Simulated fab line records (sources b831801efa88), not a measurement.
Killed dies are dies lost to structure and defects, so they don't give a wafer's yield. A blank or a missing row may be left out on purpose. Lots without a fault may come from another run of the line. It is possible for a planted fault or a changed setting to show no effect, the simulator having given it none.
Which tool is to blame? | flow sky130 | 10 lots, 30 wafers sampled, at 2 steps of a route of 708

WHAT THE GAUGES SHOWED, per wafer
SKY_POLY_GATE_THK_MEAS_01.
lot  | measured     | on            | POLY_GATE_CVD_00_THK (nm)
L185 | day 16 00:05 | film-metro-03 | 180.3 181.4 180.6
L186 | day 16 10:26 | film-metro-01 | 181.4 179.5 180.0
L188 | day 16 22:01 | film-metro-03 | 181.1 181.3 180.3
L189 | day 17 16:47 | film-metro-01 | 178.6 179.1 180.3
L190 | day 17 16:47 | film-metro-03 | 179.9 180.6 181.3
L191 | day 18 03:07 | film-metro-01 | 118.3 117.5 118.5
L192 | day 18 10:59 | film-metro-01 | 116.7 117.7 116.9
L200 | day 21 08:17 | film-metro-01 | 183.4 181.7 180.2
L201 | day 21 18:42 | film-metro-01 | 181.6 182.2 181.3
L202 | day 21 23:18 | film-metro-04 | 181.6 182.4 180.7

EACH LOT AND THE TOOL THAT RAN IT (in order: tool; ch and the chambers of the sampled wafers; start)
lot  | SKY_POLY_GATE_CVD_00
L185 | lpcvd-01 ch 0, day 15 22:53
L186 | lpcvd-01 ch 1, day 16 09:12
L188 | lpcvd-01 ch 0, day 16 20:49
L189 | lpcvd-01 ch 1, day 17 15:35
L190 | lpcvd-01 ch 1, day 17 15:35
L191 | lpcvd-01 ch 0, day 18 01:55
L192 | lpcvd-01 ch 1, day 18 09:11
L200 | lpcvd-01 ch 0, day 21 07:04
L201 | lpcvd-01 ch 0, day 21 17:29
L202 | lpcvd-01 ch 1, day 21 22:06
- SKY_POLY_GATE_CVD_00: deposits poly-Si, target thk 180 nm, time 720 s.

THE ANSWER, worked out from the rows above alone
Rule: the usual values come from the lots themselves. Put in order of their means at a reading, lots are off if they are a third of the lots or fewer, leave a main group of 4 or more, and stand apart from it by a gap of 3 or more times the standard deviation of the main group's means; of several such gaps the widest counts. A main group whose means are all the same, to the digits that the tables above print for the reading, isn't used. Also off: a lot with no number at a reading for which 4 or more lots have one. All remaining lots with rows at the step are treated as sound.
Off: L191, L192, at SKY_POLY_GATE_THK_MEAS_01 (POLY_GATE_CVD_00_THK). For the main group the mean is 180.9 nm and the standard deviation 0.77.
A tool fits if, at a process step before that reading, it ran every lot that is off, and no sound lot after the first of them. Gauges at SKY_POLY_GATE_THK_MEAS_01: tried the same way as those tools. Of those tried, none fits.

WHAT THE SIMULATOR HAD INSERTED
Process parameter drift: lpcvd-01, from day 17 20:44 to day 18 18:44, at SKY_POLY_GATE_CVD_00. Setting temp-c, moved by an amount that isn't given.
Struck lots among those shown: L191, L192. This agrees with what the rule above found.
